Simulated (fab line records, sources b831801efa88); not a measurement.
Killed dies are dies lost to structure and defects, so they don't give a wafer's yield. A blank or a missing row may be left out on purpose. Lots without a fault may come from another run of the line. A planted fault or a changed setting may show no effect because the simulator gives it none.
Chamber matching | flow sky130 | SKY_LI_CONTACT_CMP_02 on cmp-01: 4 sister chambers
The step polishes PSG. 20 wafers are shown with their chamber, then 10 later ones without.

WAFERS WITH THEIR CHAMBER
wafer  | chamber | motor_current_A (A) | time_to_endpoint_s (s) | slurry_filter_dp_kPa (kPa)
L617.4 | 1       | 13.0                | 32                     | 13.51
L617.5 | 2       | 10.6                | 38                     | 13.44
L617.6 | 3       | 13.0                | 40                     | 13.51
L619.1 | 1       | 13.1                | 32                     | 13.40
L619.4 | 0       | 11.1                | 36                     | 13.61
L619.6 | 1       | 13.3                | 33                     | 13.63
L620.4 | 1       | 13.4                | 27                     | 13.50
L620.5 | 0       | 12.1                | 34                     | 13.62
L620.6 | 3       | 13.9                | 32                     | 13.39
L621.2 | 3       | 13.6                | 41                     | 13.35
L621.5 | 0       | 11.6                | 38                     | 13.57
L621.6 | 3       | 13.1                | 40                     | 13.59
L622.2 | 0       | 11.8                | 38                     | 13.43
L622.4 | 1       | 12.4                | 29                     | 13.59
L622.6 | 3       | 13.0                | 36                     | 13.13
L623.2 | 2       | 11.3                | 38                     | 13.59
L623.4 | 3       | 13.5                | 37                     | 13.38
L623.5 | 0       | 11.2                | 39                     | 13.32
L625.1 | 0       | 11.4                | 35                     | 13.65
L625.5 | 2       | 10.3                | 35                     | 13.42

SIGNATURES (means of the wafers above)
reading              | chamber 0 | chamber 1 | chamber 2 | chamber 3 | scatter within a chamber
motor_current_A      | 11.533    | 13.040    | 10.733    | 13.350    | 0.399
time_to_endpoint_s   | 36.67     | 30.60     | 37.00     | 37.67     | 2.6
slurry_filter_dp_kPa | 13.5333   | 13.5260   | 13.4833   | 13.3917   | 0.127
Rule: a wafer's distance from a chamber is the root of the sum, over the readings, of the square of ((its reading less the chamber's mean) divided by the reading's scatter). The wafer belongs to the nearest chamber; if the next one is less than 2 further off, it can't be placed. The scatter: the root of (the sum of the squares of (reading less its chamber's mean) over the shown wafers, divided by (wafers less chambers)).

WAFERS WITHOUT THEIR CHAMBER
wafer  | motor_current_A (A) | time_to_endpoint_s (s) | slurry_filter_dp_kPa (kPa)
L625.6 | 13.3                | 35                     | 13.54
L638.2 | 13.3                | 32                     | 13.75
L638.3 | 11.3                | 36                     | 13.51
L638.5 | 11.6                | 34                     | 13.64
L639.1 | 11.1                | 40                     | 13.56
L639.2 | 11.5                | 37                     | 13.54
L639.4 | 12.6                | 32                     | 13.44
L640.1 | 11.7                | 39                     | 13.37
L640.4 | 13.5                | 36                     | 13.69
L640.5 | 11.5                | 39                     | 13.38

WHICH CHAMBER EACH WENT THROUGH
wafer  | from the rows above          | in truth
L625.6 | can't be placed: 3 or 1      | 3
L638.2 | can't be placed: 1 or 3      | 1
L638.3 | can't be placed: 0 or 2      | 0
L638.5 | can't be placed: 0 or 2      | 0
L639.1 | can't be placed: 2 or 0      | 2
L639.2 | can't be placed: 0 or 2      | 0
L639.4 | can't be placed: 1 or 3 or 0 | 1
L640.1 | can't be placed: 0 or 2      | 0
L640.4 | can't be placed: 3 or 1      | 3
L640.5 | can't be placed: 0 or 2      | 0
Placed correctly: 0 of 10. Can't be placed from these rows: 10 (the true chamber is among the candidates in 10). Placed wrongly: 0.
